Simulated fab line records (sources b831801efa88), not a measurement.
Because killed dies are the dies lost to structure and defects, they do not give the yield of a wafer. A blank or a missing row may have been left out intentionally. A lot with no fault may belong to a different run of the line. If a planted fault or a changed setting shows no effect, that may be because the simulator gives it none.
fab line records	flow sfqLine
record lots=6	wafers=18	lastDay=92
route steps=325 shown L0V@17 M0@28 I0@43 M1@58 M8@325
lots that met no fault: from a run of the same line without faults
startH: start of the lot's first displayed wafer, in hours after the record's first day	waitH: hours elapsed since this lot's preceding step	" the same as in the row above	L1.1+2: one row covering several wafers at once	- either no value or no given start	* or withheld: withheld	< > ~ a bound
route shown NAME@n: NAME is a module with steps in the file, n the number in the route of the first one	usual: average and standard deviation across the fault-free wafers	same: alike in all rows	chamber/n: place in a boat	sites: each site's reading	_std_site: how widely they spread, as a standard deviation	_edge_site: mean of outer sites minus mean of inner sites	radiusMm: for every site, how far away it sits from the centre of the wafer	mask NAME#n: copy n	behind: the most recent tool/chamber to have shaped the wafer	hold: what put the lot on hold/how long, in hours/how the hold closed	device: whichever transistor did not switch (one of n, p or np)	end of line: tests run on the same wafers once the route is complete	a step without rows: its recipe alone	killed: count of dies lost to structure and defects at first sort (not the wafer's yield)	map: a wafer's dies, x killed, . not, _ none there
set.NAME: the setting the step ran with; set.NAME@STEP: the setting that earlier step ran with	model.NAME: the simulator's own value behind a step, which no gauge read
lots seen at some steps along the route; tables by step, rows by wafer
services: the hour from which a tool's chamber was out of use, counted from the record's first day as startH (under 0 if before that day), plus the number of hours and why
## steps
# step SFQ_TRILAYER_L0_VIA_LITHO_COAT_018
# recipe resist=BARC	spinRpm=3000	resistThkNm=62
# step SFQ_TRILAYER_L0_VIA_LITHO_COAT_013
# recipe resist=KrF	spinRpm=3000	resistThkNm=650
# step SFQ_TRILAYER_L0_VIA_LITHO_SOFTBAKE_017
# recipe tempC=withheld	timeS=withheld	resist=KrF
# step SFQ_TRILAYER_L0_VIA_LITHO_EXPOSE_014
# recipe maskId=L0V	na=0.6	sourceShape=conventional	sigmaOuter=0.65	targetCdNm=700	doseMj=21.3
# step SFQ_TRILAYER_L0_VIA_LITHO_PEB_016
# recipe pebTempC=115	pebTimeS=60	resist=KrF
# step SFQ_TRILAYER_L0_VIA_LITHO_DEVELOP_015
# recipe timeS=60	resist=KrF
# step SFQ_L0V_OVL_MEAS_903
# usual L0V_OVL=-1/6.7
lot.wafer	tool	chamber	startH	waitH	L0V_OVL[nm]
L475.1	overlay-02	-	125.31	0.1	1
L475.4	"	-	"	"	-3
L475.5	"	-	"	"	0
L476.2	overlay-01	-	128.92	0.1	-3
L476.3	"	-	"	"	-10
L476.5	"	-	"	"	-9
L478.2	overlay-02	-	143.32	0.1	4
L478.4	"	-	"	"	3
L478.5	"	-	"	"	5
L484.2	overlay-01	-	174.49	0.1	1
L484.4	"	-	"	"	1
L484.5	"	-	"	"	2
L485.1	overlay-02	-	176.88	0.1	-3
L485.3	"	-	"	"	-4
L485.4	"	-	"	"	-9
L488.1	overlay-02	-	206.46	0.1	3
L488.2	"	-	"	"	9
L488.6	"	-	"	"	3
# step SFQ_TRILAYER_L0_VIA_BARC_OPEN_VIA_ETCH_021
# recipe maskMaterial=PR	chemistry=O2	targetDepthNm=125	target=BARC	sourceW=500	biasW=80	pressureMtorr=30	timeS=41.7
# usual drypumpMotorCurrentA=5.8/0.34	oesProductAu=0.685/0.0045
lot.wafer	tool	chamber	startH	waitH	drypumpMotorCurrentA	oesProductAu	rfHoursCounterH
L475.1	rieDiel-03	1	125.35	0.0	6.5	0.688	119
L475.4	"	1	"	"	6.5	0.682	-
L475.5	"	3	"	"	5.6	0.678	-
L476.2	rieDiel-02	3	128.95	0.0	5.6	0.685	1
L476.3	"	0	"	"	5.6	0.690	1
L476.5	"	0	"	"	5.6	0.682	-
L478.2	rieDiel-02	2	143.35	0.0	6.0	0.688	32
L478.4	"	1	"	"	5.6	0.682	11
L478.5	"	2	"	"	6.1	0.683	-
L484.2	rieDiel-04	1	174.52	0.0	5.3	0.690	92
L484.4	"	3	"	"	5.6	0.685	109
L484.5	"	3	"	"	5.6	0.687	-
L485.1	rieDiel-03	3	176.92	0.0	5.6	0.686	72
L485.3	"	1	"	"	6.5	0.683	120
L485.4	"	0	"	"	5.3	0.673	146
L488.1	rieDiel-02	1	206.49	0.0	5.6	0.681	12
L488.2	"	0	"	"	5.6	0.685	2
L488.6	"	0	"	"	5.6	0.699	-
# step SFQ_TRILAYER_L0_VIA_ETCH_VIA_ETCH_016
# recipe target=SiO2	stopOn=MoNx_KI	maskMaterial=PR	chemistry=CHF3	targetDepthNm=80	sourceW=500	biasW=80	pressureMtorr=30	timeS=withheld
# step SFQ_TRILAYER_L0_VIA_STRIP_STRIP_017
# recipe gas=O2	powerW=200	platenTempC=40	overashFraction=0.65	chemistry=O2	pressureMtorr=50
# usual drypumpMotorCurrentA=5.75/0.28	oesProductAu=0.996/0.0078
lot.wafer	tool	chamber	startH	waitH	drypumpMotorCurrentA	oesProductAu	rfHoursCounterH
L475.1	rieMetal-03	1	125.48	-	5.71	0.999	140
L475.4	"	1	"	"	5.73	0.995	-
L475.5	"	1	"	"	5.74	1.003	-
L476.2	rieMetal-03	1	129.24	-	5.76	0.995	-
L476.3	"	1	"	"	5.78	0.994	-
L476.5	"	1	"	"	5.76	1.008	-
L478.2	rieMetal-01	0	143.44	-	5.52	1.003	18
L478.4	"	1	"	"	5.44	0.990	-
L478.5	"	1	"	"	5.44	0.991	-
L484.2	rieMetal-03	0	174.60	-	5.93	0.998	7
L484.4	"	0	"	"	5.90	1.003	-
L484.5	"	1	"	"	5.76	0.991	-
L485.1	rieMetal-02	0	177.00	-	5.47	0.989	111
L485.3	"	0	"	"	5.47	0.985	-
L485.4	"	1	"	"	6.29	1.004	-
L488.1	rieMetal-02	0	206.58	-	5.47	0.998	116
L488.2	"	1	"	"	6.29	1.007	194
L488.6	"	0	"	"	5.48	0.986	-
# step SFQ_TRILAYER_L0_VIA_STRIP_SOLV_CLEAN_018
# recipe chemistry=NMP	tempC=70	timeS=600
# step SFQ_TRILAYER_M0_DEP_PRE_CLEAN_020
# recipe gas=Ar	timeS=15	biasV=250
# step SFQ_TRILAYER_M0_DEP_SPUTTER_019
# recipe material=Nb	basePressurePa=1.33e-06	chamberPressurePa=0.1333	substrateTempC=20	resputterCathodeVoltageV=400	targetThkNm=200	powerW=2000	timeS=133.3
# usual basePressurePa=1.32e-06/9e-08	throttleValvePct=30.0/1.1
lot.wafer	tool	chamber	startH	waitH	basePressurePa	throttleValvePct	model.Nb_of_TRILAYER_M0_DEP_SPUTTER_019.thkNm
L475.1	pvdSputter-03	-	126.88	0.0	1.38e-06	31.3	199.4
L475.4	"	-	"	"	1.57e-06	28.8	197.1
L475.5	"	-	"	"	1.34e-06	30.5	196.7
L476.2	pvdSputter-06	-	130.44	0.0	1.32e-06	31.6	193.8
L476.3	"	-	"	"	1.28e-06	29.0	193.2
L476.5	"	-	"	"	1.31e-06	28.9	196.9
L478.2	pvdSputter-05	-	144.24	0.0	1.27e-06	31.2	200.4
L478.4	"	-	"	"	1.44e-06	30.5	198.9
L478.5	"	-	"	"	1.27e-06	31.1	198.9
L484.2	pvdSputter-06	-	175.40	0.0	1.16e-06	31.4	198.7
L484.4	"	-	"	"	1.37e-06	30.1	199.6
L484.5	"	-	"	"	1.24e-06	31.5	198.9
L485.1	pvdSputter-05	-	177.82	0.0	1.21e-06	30.0	245.2
L485.3	"	-	"	"	1.43e-06	28.1	247.5
L485.4	"	-	"	"	1.39e-06	31.1	248.5
L488.1	pvdSputter-05	-	207.38	0.0	1.32e-06	30.8	242.9
L488.2	"	-	"	"	1.37e-06	28.3	245.5
L488.6	"	-	"	"	1.34e-06	31.2	246.5
# step SFQ_M0_RS_MEAS_904
# recipe thkMeasGauge=four-point-probe	reads=Nb_of_TRILAYER_M0_DEP_SPUTTER_019
# usual M0_NB_RS=0.893/0.01
lot.wafer	tool	chamber	startH	waitH	hold	M0_NB_RS[ohm/sq]
L475.1	filmMetro-01	-	126.97	0.0	-	0.893
L475.4	"	-	"	"	-	0.902
L475.5	"	-	"	"	-	0.907
L476.2	filmMetro-02	-	130.55	0.1	-	0.920
L476.3	"	-	"	"	-	0.923
L476.5	"	-	"	"	-	0.903
L478.2	filmMetro-03	-	144.35	0.1	-	0.888
L478.4	"	-	"	"	-	0.896
L478.5	"	-	"	"	-	0.894
L484.2	filmMetro-02	-	175.52	0.1	-	0.896
L484.4	"	-	"	"	-	0.893
L484.5	"	-	"	"	-	0.895
L485.1	filmMetro-03	-	177.91	0.0	awaitDispo/0.2h/release	0.724
L485.3	"	-	"	"	awaitDispo/0.2h/release	0.718
L485.4	"	-	"	"	awaitDispo/0.2h/release	0.714
L485.1	filmMetro-03	-	178.20	0.3	-	0.724
L485.3	"	-	"	"	-	0.716
L485.4	"	-	"	"	-	0.714
L488.1	filmMetro-01	-	207.47	0.0	awaitDispo/0.2h/release	0.730
L488.2	"	-	"	"	awaitDispo/0.2h/release	0.723
L488.6	"	-	"	"	awaitDispo/0.2h/release	0.720
L488.1	filmMetro-01	-	207.76	0.3	-	0.732
L488.2	"	-	"	"	-	0.724
L488.6	"	-	"	"	-	0.720
# step SFQ_TRILAYER_M0_LITHO_COAT_021
# recipe resist=KrF	spinRpm=3000	resistThkNm=600
# step SFQ_TRILAYER_M0_LITHO_SOFTBAKE_025
# recipe tempC=withheld	timeS=withheld	resist=KrF
# step SFQ_TRILAYER_M0_LITHO_EXPOSE_022
# recipe maskId=M0	na=0.6	sourceShape=conventional	sigmaOuter=0.65	targetCdNm=500	doseMj=14.4
# step SFQ_TRILAYER_M0_LITHO_PEB_024
# recipe pebTempC=115	pebTimeS=60	resist=KrF
# step SFQ_TRILAYER_M0_LITHO_DEVELOP_023
# recipe timeS=60	resist=KrF
# step SFQ_M0_OVL_MEAS_906
# usual M0_OVL=-1/5.3
lot.wafer	tool	chamber	startH	waitH	M0_OVL[nm]
L475.1	overlay-02	-	163.51	0.1	6
L475.4	"	-	"	"	-1
L475.5	"	-	"	"	9
L476.2	overlay-02	-	167.12	0.1	-9
L476.3	"	-	"	"	1
L476.5	"	-	"	"	-1
L478.2	overlay-02	-	179.29	0.1	-12
L478.4	"	-	"	"	-16
L478.5	"	-	"	"	-5
L484.2	overlay-01	-	221.61	0.1	3
L484.4	"	-	"	"	2
L484.5	"	-	"	"	0
L485.1	overlay-01	-	225.21	0.1	-7
L485.3	"	-	"	"	-9
L485.4	"	-	"	"	2
L488.1	overlay-02	-	244.41	0.1	-3
L488.2	"	-	"	"	-3
L488.6	"	-	"	"	-4
# step SFQ_TRILAYER_M0_BARC_OPEN_METAL_ETCH_031
# recipe maskMaterial=PR	chemistry=O2	targetDepthNm=125	target=BARC	icpW=600	biasW=80	pressureMtorr=10	timeS=41.7
# usual drypumpMotorCurrentA=5.90/0.28	oesProductAu=0.686/0.0044
lot.wafer	tool	chamber	startH	waitH	drypumpMotorCurrentA	oesProductAu	rfHoursCounterH
L475.1	rieMetal-04	0	163.55	0.0	5.77	0.680	170
L475.4	"	1	"	"	6.16	0.678	-
L475.5	"	0	"	"	5.75	0.684	-
L476.2	rieMetal-04	0	167.15	0.0	5.78	0.691	171
L476.3	"	1	"	"	6.17	0.688	-
L476.5	"	0	"	"	5.79	0.690	-
L478.2	rieMetal-03	0	179.32	0.0	5.88	0.685	8
L478.4	"	1	"	"	5.75	0.693	-
L478.5	"	1	"	"	5.76	0.681	-
L484.2	rieMetal-03	1	221.64	0.0	5.76	0.683	158
L484.4	"	0	"	"	5.92	0.683	-
L484.5	"	1	"	"	5.77	0.686	-
L485.1	rieMetal-04	1	225.24	0.0	6.16	0.686	149
L485.3	"	1	"	"	6.10	0.691	-
L485.4	"	1	"	"	6.13	0.685	-
L488.1	rieMetal-03	1	244.44	0.0	5.75	0.688	162
L488.2	"	0	"	"	5.90	0.685	18
L488.6	"	1	"	"	5.75	0.690	-
# step SFQ_TRILAYER_M0_ETCH_METAL_ETCH_024
# recipe target=Nb	stopOn=SiO2	maskMaterial=PR	chemistry=Cl2/Ar	targetDepthNm=240	icpW=600	biasW=80	pressureMtorr=10	timeS=120
# usual drypumpMotorCurrentA=5.89/0.28	oesProductAu=0.892/0.0068
lot.wafer	tool	chamber	startH	waitH	drypumpMotorCurrentA	oesProductAu	rfHoursCounterH
L475.1	rieMetal-04	0	163.61	0.0	5.74	0.891	170
L475.4	"	1	"	"	6.19	0.884	-
L475.5	"	0	"	"	5.76	0.882	-
L476.2	rieMetal-04	0	167.21	0.0	5.77	0.884	171
L476.3	"	1	"	"	6.13	0.876	-
L476.5	"	0	"	"	5.79	0.888	-
L478.2	rieMetal-03	0	179.38	0.0	5.88	0.891	8
L478.4	"	1	"	"	5.75	0.888	-
L478.5	"	1	"	"	5.74	0.884	-
L484.2	rieMetal-03	1	221.70	0.0	5.70	0.891	158
L484.4	"	0	"	"	5.91	0.893	-
L484.5	"	1	"	"	5.70	0.886	-
L485.1	rieMetal-04	1	225.36	0.1	6.13	0.990	150
L485.3	"	1	"	"	6.15	0.988	-
L485.4	"	1	"	"	6.14	0.990	-
L488.1	rieMetal-03	1	244.50	0.0	5.77	0.996	162
L488.2	"	0	"	"	5.92	0.992	18
L488.6	"	1	"	"	5.75	0.997	-
# step SFQ_TRILAYER_M0_STRIP_STRIP_025
# recipe gas=O2	powerW=200	platenTempC=40	overashFraction=0.65	chemistry=O2	pressureMtorr=50
# step SFQ_TRILAYER_M0_STRIP_SOLV_CLEAN_026
# recipe chemistry=NMP	tempC=70	timeS=600
# step SFQ_TRILAYER_I0_DEP_PECVD_027
# recipe material=SiO2	tempC=150	timeS=111.11	pressureTorr=2.4	rfW=183.3	precursor=SiH4/N2O	targetThkNm=500
# step SFQ_TRILAYER_I0_CMP_CMP_028
# recipe material=SiO2	downForcePsi=3	platenRpm=60	padVelocityMS=0.94248
# step SFQ_I0_BOW_MEAS_907
# recipe mode=bow
# usual I0_BOW=1/6.6
lot.wafer	tool	chamber	startH	waitH	I0_BOW[um]
L475.1	filmMetro-02	-	188.16	1.5	-3
L475.4	"	-	"	"	1
L475.5	"	-	"	"	1
L476.2	filmMetro-03	-	191.18	1.5	1
L476.3	"	-	"	"	4
L476.5	"	-	"	"	2
L478.2	filmMetro-03	-	198.34	1.0	19
L478.4	"	-	"	"	4
L478.5	"	-	"	"	11
L484.2	filmMetro-04	-	233.18	2.0	16
L484.4	"	-	"	"	1
L484.5	"	-	"	"	3
L485.1	filmMetro-03	-	239.16	2.5	13
L485.3	"	-	"	"	10
L485.4	"	-	"	"	3
L488.1	filmMetro-04	-	256.32	2.5	-5
L488.2	"	-	"	"	4
L488.6	"	-	"	"	1
# step SFQ_TRILAYER_I0_METRO_MEASURE_029
# usual thkNm=200.0/0.99
lot.wafer	tool	chamber	startH	waitH	thkNm
L475.1	filmMetro-02	-	188.28	0.1	201.7
L475.4	"	-	"	"	200.2
L475.5	"	-	"	"	200.6
L476.2	filmMetro-03	-	191.48	0.3	201.9
L476.3	"	-	"	"	200.8
L476.5	"	-	"	"	200.6
L478.2	filmMetro-03	-	198.64	0.3	197.4
L478.4	"	-	"	"	199.6
L478.5	"	-	"	"	198.6
L484.2	filmMetro-04	-	233.48	0.3	199.7
L484.4	"	-	"	"	201.1
L484.5	"	-	"	"	201.9
L485.1	filmMetro-03	-	239.28	0.1	200.7
L485.3	"	-	"	"	199.9
L485.4	"	-	"	"	200.5
L488.1	filmMetro-04	-	256.44	0.1	198.1
L488.2	"	-	"	"	200.7
L488.6	"	-	"	"	199.0
# step SFQ_TRILAYER_I0_VIA_LITHO_COAT_036
# recipe resist=BARC	spinRpm=3000	resistThkNm=62
# step SFQ_TRILAYER_I0_VIA_LITHO_COAT_031
# recipe resist=KrF	spinRpm=3000	resistThkNm=650
# step SFQ_TRILAYER_I0_VIA_LITHO_SOFTBAKE_035
# recipe tempC=withheld	timeS=withheld	resist=KrF
# step SFQ_TRILAYER_I0_VIA_LITHO_EXPOSE_032
# recipe maskId=I0	na=0.6	sourceShape=conventional	sigmaOuter=0.65	targetCdNm=500	doseMj=21.3
# step SFQ_TRILAYER_I0_VIA_LITHO_PEB_034
# recipe pebTempC=115	pebTimeS=60	resist=KrF
# step SFQ_TRILAYER_I0_VIA_LITHO_DEVELOP_033
# recipe timeS=60	resist=KrF
# step SFQ_I0_OVL_MEAS_908
# usual I0_OVL=-2/4.8
lot.wafer	tool	chamber	startH	waitH	I0_OVL[nm]
L475.1	overlay-01	-	260.49	0.1	0
L475.4	"	-	"	"	-2
L475.5	"	-	"	"	0
L476.2	overlay-02	-	264.09	0.1	0
L476.3	"	-	"	"	-7
L476.5	"	-	"	"	3
L478.2	overlay-02	-	274.44	0.1	5
L478.4	"	-	"	"	10
L478.5	"	-	"	"	1
L484.2	overlay-01	-	320.04	0.1	-3
L484.4	"	-	"	"	-3
L484.5	"	-	"	"	-8
L485.1	overlay-02	-	326.04	0.1	1
L485.3	"	-	"	"	-2
L485.4	"	-	"	"	-3
L488.1	overlay-02	-	346.54	0.1	0
L488.2	"	-	"	"	-6
L488.6	"	-	"	"	1
# step SFQ_TRILAYER_I0_VIA_BARC_OPEN_VIA_ETCH_046
# recipe maskMaterial=PR	chemistry=O2	targetDepthNm=125	target=BARC	sourceW=500	biasW=80	pressureMtorr=30	timeS=41.7
# step SFQ_TRILAYER_I0_VIA_ETCH_VIA_ETCH_034
# recipe target=SiO2	stopOn=Nb	maskMaterial=PR	taperDeg=20	chemistry=CHF3	targetDepthNm=260	sourceW=500	biasW=80	pressureMtorr=30	timeS=withheld
# usual drypumpMotorCurrentA=5.9/0.43	oesProductAu=0.855/0.0051
lot.wafer	tool	chamber	startH	waitH	drypumpMotorCurrentA	oesProductAu
L475.1	rieDiel-02	3	260.56	0.0	5.6	0.857
L475.4	"	1	"	"	5.6	0.858
L475.5	"	2	"	"	6.1	0.864
L476.2	rieDiel-01	1	264.16	0.0	5.3	0.857
L476.3	"	3	"	"	6.7	0.859
L476.5	"	1	"	"	5.3	0.854
L478.2	rieDiel-03	2	274.51	0.0	5.9	0.847
L478.4	"	3	"	"	5.6	0.855
L478.5	"	1	"	"	6.5	0.848
L484.2	rieDiel-01	2	320.11	0.0	5.9	0.850
L484.4	"	0	"	"	5.6	0.858
L484.5	"	2	"	"	5.9	0.861
L485.1	rieDiel-01	2	326.11	0.0	5.9	0.860
L485.3	"	1	"	"	5.4	0.857
L485.4	"	0	"	"	5.6	0.846
L488.1	rieDiel-01	2	346.61	0.0	5.9	0.845
L488.2	"	0	"	"	5.6	0.858
L488.6	"	2	"	"	5.9	0.855
# step SFQ_TRILAYER_I0_VIA_STRIP_STRIP_035
# recipe gas=O2	powerW=200	platenTempC=40	overashFraction=0.65	chemistry=O2	pressureMtorr=50
# step SFQ_TRILAYER_I0_VIA_STRIP_SOLV_CLEAN_036
# recipe chemistry=NMP	tempC=70	timeS=600
# step SFQ_TRILAYER_M1_DEP_PRE_CLEAN_038
# recipe gas=Ar	timeS=22.5	biasV=250
# step SFQ_M8_BOW_MEAS_951
# recipe mode=bow
# usual M8_BOW=7/11
lot.wafer	tool	chamber	startH	waitH	M8_BOW[um]	model.etest.m0.combLog10Ohm	model.etest.m0.ohmSq
L475.1	filmMetro-02	-	2022.77	0.0	-4	12	0.8919
L475.4	"	-	"	"	-1	12	0.9026
L475.5	"	-	"	"	-1	12	0.9041
L476.2	filmMetro-03	-	2031.73	0.0	-6	12	0.9181
L476.3	"	-	"	"	-2	12	0.9206
L476.5	"	-	"	"	-4	12	0.9034
L478.2	filmMetro-04	-	2055.41	0.0	5	12	0.8875
L478.4	"	-	"	"	-10	12	0.8944
L478.5	"	-	"	"	-2	12	0.8945
L484.2	filmMetro-02	-	2101.56	0.0	23	12	0.8951
L484.4	"	-	"	"	8	12	0.8913
L484.5	"	-	"	"	8	12	0.8945
L485.1	filmMetro-02	-	2107.95	0.0	25	0	0.7255
L485.3	"	-	"	"	22	0	0.7188
L485.4	"	-	"	"	14	0	0.7157
L488.1	filmMetro-03	-	2196.85	0.0	-6	0	0.7322
L488.2	"	-	"	"	3	0	0.7246
L488.6	"	-	"	"	2	0	0.7215
## services
tool	chamber	startH	hours	kind
rieMetal-03	-	107.02	0.4	repair
rieDiel-03	0	118.95	10.3	repair
rieDiel-02	1	120.78	6.7	repair
rieMetal-04	0	128.13	6.3	repair
pvdSputter-06	-	131.35	2.4	repair
rieMetal-04	-	139.01	0.4	repair
filmMetro-04	-	149.14	2.2	pm
filmMetro-03	-	163.35	1.1	pm
rieDiel-02	3	171.54	5.0	repair
pvdSputter-05	-	174.04	0.8	repair
rieMetal-02	-	176.28	0.6	repair
rieDiel-02	1	186.74	7.9	repair
filmMetro-04	-	194.81	1.2	pm
rieDiel-01	3	204.68	4.6	repair
rieDiel-02	2	232.11	8.4	repair
pvdSputter-05	-	232.17	2.6	repair
pvdSputter-06	-	260.52	1.9	repair
rieMetal-04	0	268.14	3.3	repair
rieDiel-01	3	288.69	1.3	repair
rieMetal-03	-	297.03	14.6	pm
rieDiel-02	3	310.37	5.9	repair
filmMetro-03	-	322.86	0.3	pm
filmMetro-03	-	337.19	1.1	pm
rieMetal-03	-	341.62	1.4	pm
## key
firstSign step=SFQ_M0_RS_MEAS_904	reading=visit	direction=added
effect step=SFQ_M0_RS_MEAS_904	reading=M0_NB_RS	direction=down	sigmas=17	usual=0.893	struck=0.722
effect step=SFQ_TRILAYER_M0_ETCH_METAL_ETCH_024	reading=oesProductAu	direction=up	sigmas=15	usual=0.892	struck=0.992
modelEffect step=SFQ_TRILAYER_M0_DEP_SPUTTER_019	value=Nb_of_TRILAYER_M0_DEP_SPUTTER_019.thkNm	without=201	struck=246
modelEffect step=SFQ_M8_BOW_MEAS_951	value=etest.m0.combLog10Ohm	without=12	struck=0
metAt SFQ_TRILAYER_M0_DEP_SPUTTER_019
struckWafers L485.1,L485.3,L485.4,L488.1,L488.2,L488.6
onsetBetween 144.24 177.82
alsoFits time
fault kind=processParameterDrift	tool=pvdSputter-05	chamber=-	onsetH=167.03	steps=SFQ_TRILAYER_M0_DEP_SPUTTER_019	channel=timeS	offset=*	shape=step	endH=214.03	actsIn=*	stated=*
